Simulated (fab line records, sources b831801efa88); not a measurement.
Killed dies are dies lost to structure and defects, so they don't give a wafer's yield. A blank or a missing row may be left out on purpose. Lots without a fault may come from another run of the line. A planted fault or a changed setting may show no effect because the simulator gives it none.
One fault seen from 2 desks | flow sky130 | each desk has only its own numbers; what lay behind them comes last

THE METROLOGY DESK
What the gauges read, lot by lot, whatever tool the lot ran on: means of the sampled wafers that have a number. A lot is out of limits, marked OUT, if its mean lies more than 4 standard deviations from the usual mean; the brackets give that distance.
Columns: A = VT_ADJUST_PCH_TW at SKY_VT_ADJUST_PCH_TW_MEAS_10, usual 142.3; B = GATE_OXIDE_OVL at SKY_GATE_OXIDE_OVL_MEAS_10, usual 0.7 nm; C = POLY_CUT_OVL at SKY_POLY_CUT_OVL_MEAS_09, usual -1 nm; D = RES_XHIGH_RS at SKY_SD_N_RS_MEAS_18, usual 332.8 ohm/sq
lot  | first seen here | A                | B    | C  | D
L971 | day 11 01:22    | 142.0            | -2.0 | 1  | 333.9
L973 | day 11 20:11    | 143.4            | 2.3  | 1  | 331.7
L976 | day 12 12:07    | 142.0            | 2.0  | 10 | 331.7
L977 | day 12 22:47    | 142.1            | 0.4  | -5 | 332.9
L978 | day 12 22:49    | 142.3            | 0.4  | 3  | 332.5
L979 | day 13 12:55    | 141.8            | -2.0 | -4 | 332.0
L981 | day 13 22:22    | 142.1            | -0.3 | -3 | 334.9
L984 | day 15 13:02    | 149.2 (+7.9) OUT | -0.2 | 6  | 332.8
L986 | day 16 07:41    | 151.1 (+10) OUT  | 0.3  | 0  | 332.3
L990 | day 17 13:56    | 142.8            | 1.2  | -2 | 332.7
L991 | day 17 17:30    | 142.1            | 2.4  | -1 | 334.1
L992 | day 17 23:01    | 142.1            | 0.7  | -6 | 332.4
L993 | day 18 05:28    | 141.6            | 0.6  | -3 | 333.6
This desk's finding: out of limits on L984, L986; first on L984, day 15 13:02 (VT_ADJUST_PCH_TW at SKY_VT_ADJUST_PCH_TW_MEAS_10). In limits: L971, L973, L976, L977, L978, L979, L981, L990, L991, L992, L993.

THE TOOL OWNER'S DESK: implanter-03
The tool's own readings at SKY_VT_ADJUST_PCH_IMPLANT_08: means of the sampled wafers that have a number, for each lot that ran on this tool. A lot is out of limits, marked OUT, if its mean lies more than 4 standard deviations from the usual mean; the brackets give that distance.
Columns: A = beam_on_s at SKY_VT_ADJUST_PCH_IMPLANT_08, usual 10.01 s; B = end_station_pressure_torr at SKY_VT_ADJUST_PCH_IMPLANT_08, usual 5e-06 Torr; C = faraday_current_uA at SKY_VT_ADJUST_PCH_IMPLANT_08, usual 2.82
lot  | first seen here | A                | B                       | C
L971 | day 11 01:07    | 10.03            | 5e-06                   | 2.81
L976 | day 12 11:53    | 9.95             | 5e-06                   | 2.83
L977 | day 12 22:34    | 9.86             | 5e-06                   | 2.86
L979 | day 13 12:41    | 10.00            | 5e-06                   | 2.82
L984 | day 15 12:49    | 12.05 (+9.7) OUT | 1e-04 (+99 or more) OUT | 2.37 (-7.8) OUT
L986 | day 16 07:27    | 12.03 (+9.6) OUT | 1e-04 (+99 or more) OUT | 2.37 (-7.8) OUT
This desk's finding: out of limits on L984, L986; first on L984, day 15 12:49 (beam_on_s at SKY_VT_ADJUST_PCH_IMPLANT_08). In limits: L971, L976, L977, L979.

PUT TOGETHER
The tool owner's desk could have raised an alarm at day 15 12:49, on L984, L986.
The metrology desk could have raised an alarm at day 15 13:02, on L984, L986.
Of the lots named, all ran SKY_VT_ADJUST_PCH_IMPLANT_08 on implanter-03.

WHAT THE SIMULATOR HAD PUT IN
Process parameter drift: implanter-03, from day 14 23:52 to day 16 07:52, at SKY_VT_ADJUST_PCH_IMPLANT_08. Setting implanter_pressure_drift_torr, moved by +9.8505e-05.
Process parameter drift: implanter-03, from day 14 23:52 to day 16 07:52, at SKY_VT_ADJUST_PCH_IMPLANT_08. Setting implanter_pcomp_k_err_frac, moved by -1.
Lots struck among those shown: L984, L986.
Hours from the fault's start to each desk's first reading out of limits: the tool owner's desk, 13; the metrology desk, 13.
